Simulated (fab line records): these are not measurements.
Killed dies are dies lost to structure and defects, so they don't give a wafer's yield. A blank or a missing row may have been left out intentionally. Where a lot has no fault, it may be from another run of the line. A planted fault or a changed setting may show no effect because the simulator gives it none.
fab line records | flow sky130
record: lots: 15 | wafers: 45 | last-day: 51
route steps=708 shown METAL3@569 VIA3@586 METAL4@598
lots that met no fault: from a run of the same line without faults
start-h: hours from the record's opening day to when the first of the lot's shown wafers began | wait-h: hours since the lot's step before | " unchanged from the row above | L1.1+2: several wafers, shown together as one row | - no value, or no start given | * or withheld: withheld | < > ~ a bound
route shown NAME@n: NAME is a module with steps in the file, n the number in the route of the first one | usual: the fault-free wafers' mean and standard deviation | same: alike in all rows | chamber/n: place in a boat | sites: per-site readings | _std_site: standard deviation of those values | _edge_site: the outer-site mean with the inner-site mean subtracted | radius-mm: how far each site lies from the wafer's centre | mask NAME#n: copy n | behind: the last tool/chamber to shape the wafer | hold: reason for holding the lot/hours on hold/outcome of the hold | device: whichever transistor did not switch (one of n, p or np) | end of line: the route-end tests of the same wafers | a step given without rows: its recipe and nothing more | killed: dies lost to structure and defects at the first sort, not the wafer's yield | map: the dies of a wafer, with x for killed, . for not killed, _ for no die there
set.NAME: the setting the step ran with; set.NAME@STEP: the setting that earlier step ran with | model.NAME: the simulator's own value behind a step, which no gauge read
the route's steps for a sample of lots (tables are steps, rows are wafers)
services: the hour from which a tool's chamber was out of use, counted from the record's first day as start-h (under 0 if before that day), plus the number of hours and why
== steps ==
step: SKY_METAL3_STRIP_19
recipe: chemistry: O2/N2 | power-w: 1400 | pressure-mtorr: 1500 | platen-temp-c: withheld | o2-flow-sccm: 3000 | n2-flow-sccm: 300 | overash-fraction: 0.5
usual: drypump-motor-current-A: 5.69/0.26 | oes-product-au: 0.501/0.0058 | strip-time-to-endpoint-s: 6.50/0.083
lot.wafer | tool            | chamber | start-h | wait-h | drypump-motor-current-A | oes-product-au | rf-hours-counter-h | strip-time-to-endpoint-s
L836.3    | plasma-asher-02 | 1       | 940.37  | 0.1    | 5.59                    | 0.503          | -                  | 6.52
L836.4    | "               | 0       | "       | "      | 6.03                    | 0.497          | -                  | 6.57
L836.5    | "               | 0       | "       | "      | 6.02                    | 0.502          | -                  | 6.48
L837.2    | plasma-asher-02 | 1       | 947.19  | 0.1    | 5.60                    | 0.506          | 114                | 6.59
L837.3    | "               | 0       | "       | "      | 6.04                    | 0.499          | -                  | 6.52
L837.6    | "               | 1       | "       | "      | 5.59                    | 0.504          | -                  | 6.56
L838.3    | plasma-asher-03 | 1       | 957.79  | 0.1    | 5.58                    | 0.499          | -                  | 6.32
L838.4    | "               | 0       | "       | "      | 5.32                    | 0.510          | -                  | 6.48
L838.5    | "               | 0       | "       | "      | 5.32                    | 0.494          | -                  | 6.39
L839.1    | plasma-asher-03 | 0       | 960.60  | 0.1    | 5.35                    | 0.499          | 81                 | 6.50
L839.2    | "               | 1       | "       | "      | 5.61                    | 0.499          | 81                 | 6.37
L839.4    | "               | 1       | "       | "      | 5.59                    | 0.503          | -                  | 6.41
L841.1    | plasma-asher-03 | 1       | 976.47  | 0.1    | 5.63                    | 0.502          | 82                 | 6.37
L841.3    | "               | 1       | "       | "      | 5.61                    | 0.498          | -                  | 6.39
L841.6    | "               | 0       | "       | "      | 5.33                    | 0.490          | -                  | 6.38
L842.3    | plasma-asher-02 | 1       | 983.95  | 0.2    | 5.60                    | 0.498          | -                  | 6.40
L842.4    | "               | 0       | "       | "      | 6.02                    | 0.494          | -                  | 6.37
L842.6    | "               | 1       | "       | "      | 5.60                    | 0.493          | -                  | 6.39
L847.2    | plasma-asher-03 | 1       | 1018.44 | 0.1    | 5.61                    | 0.501          | 86                 | 6.56
L847.4    | "               | 1       | "       | "      | 5.59                    | 0.501          | -                  | 6.66
L847.5    | "               | 1       | "       | "      | 5.59                    | 0.498          | -                  | 6.63
L848.2    | plasma-asher-02 | 1       | 1020.56 | 0.1    | 5.62                    | 0.522          | 121                | 6.65
L848.3    | "               | 0       | "       | "      | 6.08                    | 0.500          | -                  | 6.62
L848.5    | "               | 0       | "       | "      | 6.08                    | 0.504          | -                  | 6.57
L849.2    | plasma-asher-01 | 1       | 1027.86 | 0.1    | 5.80                    | 0.496          | 28                 | 6.55
L849.3    | "               | 1       | "       | "      | 5.82                    | 0.505          | -                  | 6.56
L849.6    | "               | 1       | "       | "      | 5.80                    | 0.500          | -                  | 6.52
L850.1    | plasma-asher-03 | 1       | 1030.19 | 0.1    | 5.59                    | 0.506          | 88                 | 6.50
L850.4    | "               | 0       | "       | "      | 5.31                    | 0.504          | -                  | 6.58
L850.5    | "               | 0       | "       | "      | 5.31                    | 0.515          | -                  | 6.60
L851.1    | plasma-asher-03 | 0       | 1039.17 | 0.1    | 5.33                    | 0.497          | 89                 | 6.49
L851.2    | "               | 1       | "       | "      | 5.63                    | 0.503          | 89                 | 6.44
L851.4    | "               | 1       | "       | "      | 5.61                    | 0.505          | -                  | 6.47
L852.3    | plasma-asher-01 | 0       | 1052.04 | 0.1    | 5.98                    | 0.507          | -                  | 6.61
L852.5    | "               | 0       | "       | "      | 5.97                    | 0.503          | -                  | 6.56
L852.6    | "               | 1       | "       | "      | 5.78                    | 0.502          | -                  | 6.64
L853.2    | plasma-asher-01 | 0       | 1053.97 | 0.1    | 5.99                    | 0.510          | 30                 | 6.56
L853.4    | "               | 1       | "       | "      | 5.79                    | 0.500          | -                  | 6.51
L853.5    | "               | 0       | "       | "      | 5.99                    | 0.509          | -                  | 6.58
L854.1    | plasma-asher-03 | 1       | 1057.09 | 0.1    | 5.62                    | 0.516          | 90                 | 6.56
L854.4    | "               | 0       | "       | "      | 5.33                    | 0.515          | -                  | 6.64
L854.6    | "               | 1       | "       | "      | 5.60                    | 0.501          | -                  | 6.49
L856.1    | plasma-asher-03 | 1       | 1071.09 | 0.1    | 5.64                    | 0.503          | 92                 | 6.51
L856.3    | "               | 1       | "       | "      | 5.62                    | 0.504          | -                  | 6.57
L856.5    | "               | 1       | "       | "      | 5.59                    | 0.500          | -                  | 6.60
step: SKY_VIA3_OVL_MEAS_13
usual: VIA3_OVL: -3/6.1
lot.wafer | tool       | chamber | start-h | wait-h | VIA3_OVL[nm]
L836.3    | overlay-01 | -       | 966.39  | 0.1    | -1
L836.4    | "          | -       | "       | "      | -5
L836.5    | "          | -       | "       | "      | -3
L837.2    | overlay-01 | -       | 973.12  | 0.1    | -14
L837.3    | "          | -       | "       | "      | -9
L837.6    | "          | -       | "       | "      | -16
L838.3    | overlay-01 | -       | 983.69  | 0.1    | -3
L838.4    | "          | -       | "       | "      | -7
L838.5    | "          | -       | "       | "      | -6
L839.1    | overlay-02 | -       | 985.86  | 0.1    | 5
L839.2    | "          | -       | "       | "      | -8
L839.4    | "          | -       | "       | "      | 5
L841.1    | overlay-02 | -       | 1002.73 | 0.1    | -8
L841.3    | "          | -       | "       | "      | -9
L841.6    | "          | -       | "       | "      | -6
L842.3    | overlay-01 | -       | 1009.19 | 0.1    | -6
L842.4    | "          | -       | "       | "      | 4
L842.6    | "          | -       | "       | "      | 3
L847.2    | overlay-02 | -       | 1042.43 | 0.1    | -5
L847.4    | "          | -       | "       | "      | -9
L847.5    | "          | -       | "       | "      | -4
L848.2    | overlay-01 | -       | 1044.34 | 0.1    | -7
L848.3    | "          | -       | "       | "      | -1
L848.5    | "          | -       | "       | "      | -12
L849.2    | overlay-01 | -       | 1052.69 | 0.1    | 9
L849.3    | "          | -       | "       | "      | -2
L849.6    | "          | -       | "       | "      | 3
L850.1    | overlay-01 | -       | 1054.81 | 0.1    | -4
L850.4    | "          | -       | "       | "      | 0
L850.5    | "          | -       | "       | "      | -7
L851.1    | overlay-01 | -       | 1063.03 | 0.1    | -3
L851.2    | "          | -       | "       | "      | 6
L851.4    | "          | -       | "       | "      | -2
L852.3    | overlay-02 | -       | 1074.39 | 0.1    | 3
L852.5    | "          | -       | "       | "      | 2
L852.6    | "          | -       | "       | "      | -5
L853.2    | overlay-02 | -       | 1076.84 | 0.1    | 9
L853.4    | "          | -       | "       | "      | -1
L853.5    | "          | -       | "       | "      | 6
L854.1    | overlay-01 | -       | 1079.96 | 0.1    | 1
L854.4    | "          | -       | "       | "      | -1
L854.6    | "          | -       | "       | "      | 4
L856.1    | overlay-01 | -       | 1093.88 | 0.1    | 5
L856.3    | "          | -       | "       | "      | -4
L856.5    | "          | -       | "       | "      | -12
step: SKY_METAL4_SPUTTER_00
recipe: material: Ti | target-thk-nm: 15 | power-w: 3000 | time-s: 10 | chamber-pressure-pa: 0.4
usual: cathode-dc-power-W: 3000.0/0.57 | chamber-pressure-pa: 0.3998/0.00089 | throttle-valve-pct: 29.9/1.2
lot.wafer | tool           | chamber | start-h | wait-h | cathode-dc-power-W | chamber-pressure-pa | throttle-valve-pct
L836.3    | pvd-sputter-03 | -       | 967.81  | 0.1    | 2999.3             | 0.3997              | 29.5
L836.4    | "              | -       | "       | "      | 2999.0             | 0.3997              | 31.5
L836.5    | "              | -       | "       | "      | 3000.0             | 0.3998              | 27.7
L837.2    | pvd-sputter-04 | -       | 974.58  | 0.1    | -                  | -                   | -
L837.3    | "              | -       | "       | "      | -                  | -                   | -
L837.6    | "              | -       | "       | "      | -                  | -                   | -
L838.3    | pvd-sputter-04 | -       | 985.34  | 0.2    | -                  | -                   | -
L838.4    | "              | -       | "       | "      | -                  | -                   | -
L838.5    | "              | -       | "       | "      | -                  | -                   | -
L839.1    | pvd-sputter-04 | -       | 987.25  | 0.2    | -                  | -                   | -
L839.2    | "              | -       | "       | "      | -                  | -                   | -
L839.4    | "              | -       | "       | "      | -                  | -                   | -
L841.1    | pvd-sputter-04 | -       | 1004.13 | 0.1    | 3000.5             | 0.3994              | 30.3
L841.3    | "              | -       | "       | "      | 2999.9             | 0.4000              | 31.4
L841.6    | "              | -       | "       | "      | 2999.7             | 0.3996              | 29.6
L842.3    | pvd-sputter-01 | -       | 1010.57 | 0.1    | 3000.3             | 0.3985              | 30.7
L842.4    | "              | -       | "       | "      | 2999.8             | 0.4011              | 29.5
L842.6    | "              | -       | "       | "      | 2999.3             | 0.4015              | 28.8
L847.2    | pvd-sputter-01 | -       | 1043.82 | 0.2    | 3001.0             | 0.3998              | 30.7
L847.4    | "              | -       | "       | "      | 2999.1             | 0.4009              | 28.5
L847.5    | "              | -       | "       | "      | 3000.4             | 0.4012              | 28.7
L848.2    | pvd-sputter-03 | -       | 1045.73 | 0.2    | 2999.7             | 0.3992              | 31.5
L848.3    | "              | -       | "       | "      | 2999.1             | 0.3996              | 28.3
L848.5    | "              | -       | "       | "      | 3000.1             | 0.3995              | 28.6
L849.2    | pvd-sputter-01 | -       | 1054.08 | 0.2    | 3000.0             | 0.3995              | 31.1
L849.3    | "              | -       | "       | "      | 3000.3             | 0.4017              | 30.6
L849.6    | "              | -       | "       | "      | 3000.2             | 0.3992              | 29.4
L850.1    | pvd-sputter-01 | -       | 1056.35 | 0.1    | 2999.7             | 0.3981              | 29.5
L850.4    | "              | -       | "       | "      | 2999.2             | 0.3994              | 30.5
L850.5    | "              | -       | "       | "      | 3000.0             | 0.3982              | 30.7
L851.1    | pvd-sputter-04 | -       | 1065.64 | 0.1    | 3000.8             | 0.4007              | 30.4
L851.2    | "              | -       | "       | "      | 2999.9             | 0.4000              | 31.5
L851.4    | "              | -       | "       | "      | 3000.8             | 0.4008              | 29.4
L852.3    | pvd-sputter-04 | -       | 1075.78 | 0.2    | 3000.4             | 0.4008              | 30.8
L852.5    | "              | -       | "       | "      | 3000.1             | 0.4000              | 30.9
L852.6    | "              | -       | "       | "      | 3000.3             | 0.3999              | 30.8
L853.2    | pvd-sputter-03 | -       | 1078.29 | 0.1    | 2999.7             | 0.4020              | 31.2
L853.4    | "              | -       | "       | "      | 3000.6             | 0.3994              | 29.7
L853.5    | "              | -       | "       | "      | 2999.8             | 0.4000              | 28.5
L854.1    | pvd-sputter-03 | -       | 1081.43 | 0.1    | 3000.5             | 0.4011              | 31.0
L854.4    | "              | -       | "       | "      | 3001.0             | 0.4003              | 29.5
L854.6    | "              | -       | "       | "      | 3000.2             | 0.4002              | 28.4
L856.1    | pvd-sputter-04 | -       | 1095.28 | 0.1    | 3000.8             | 0.4005              | 30.8
L856.3    | "              | -       | "       | "      | 3000.0             | 0.3996              | 29.6
L856.5    | "              | -       | "       | "      | 3000.0             | 0.3987              | 31.1
== services ==
tool            | chamber | start-h | hours | kind
pvd-sputter-01  | -       | 921.25  | 1.0   | repair
plasma-asher-03 | -       | 939.31  | 2.8   | pm
plasma-asher-02 | -       | 950.56  | 2.8   | pm
plasma-asher-01 | -       | 982.63  | 1.5   | repair
pvd-sputter-03  | -       | 1009.19 | 7.6   | repair
plasma-asher-02 | -       | 1022.13 | 9.5   | pm
plasma-asher-02 | -       | 1037.67 | 7.3   | repair
plasma-asher-02 | -       | 1055.32 | 9.0   | pm
plasma-asher-02 | 0       | 1055.32 | 9.0   | vent-cycle
plasma-asher-02 | 1       | 1055.32 | 9.0   | vent-cycle
plasma-asher-02 | 0       | 1064.32 | -     | clean
plasma-asher-02 | 1       | 1064.32 | -     | clean
plasma-asher-01 | -       | 1070.97 | 6.3   | repair
plasma-asher-03 | -       | 1077.42 | 73.7  | repair
== key ==
first-sign: step: SKY_METAL4_SPUTTER_00 | reading: tool-record | direction: missing
effect none on later readings
met-at SKY_METAL4_SPUTTER_00
struck-lots L837,L838,L839
later-rows-left-out L837.2,L837.3,L837.6,L838.3,L838.4,L838.5,L839.1,L839.2,L839.4
sort-left-out L837.2,L837.3,L837.6,L838.3,L838.4,L838.5,L839.1,L839.2,L839.4
not-acting-at SKY_METAL3_STRIP_19,SKY_VIA3_OVL_MEAS_13
fault: kind: skipped-step-whole | tool: pvd-sputter-04 | chamber: - | onset-h: 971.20 | steps: SKY_METAL4_SPUTTER_00 | scope: struck-lots-only
sort-left-out: the simulated sort isn't trusted on such a fault, so these wafers' sort isn't shown, and their yield isn't known
later-rows-left-out: the simulator's readings of these wafers behind a module that went badly wrong aren't trusted and aren't shown, but for the sort
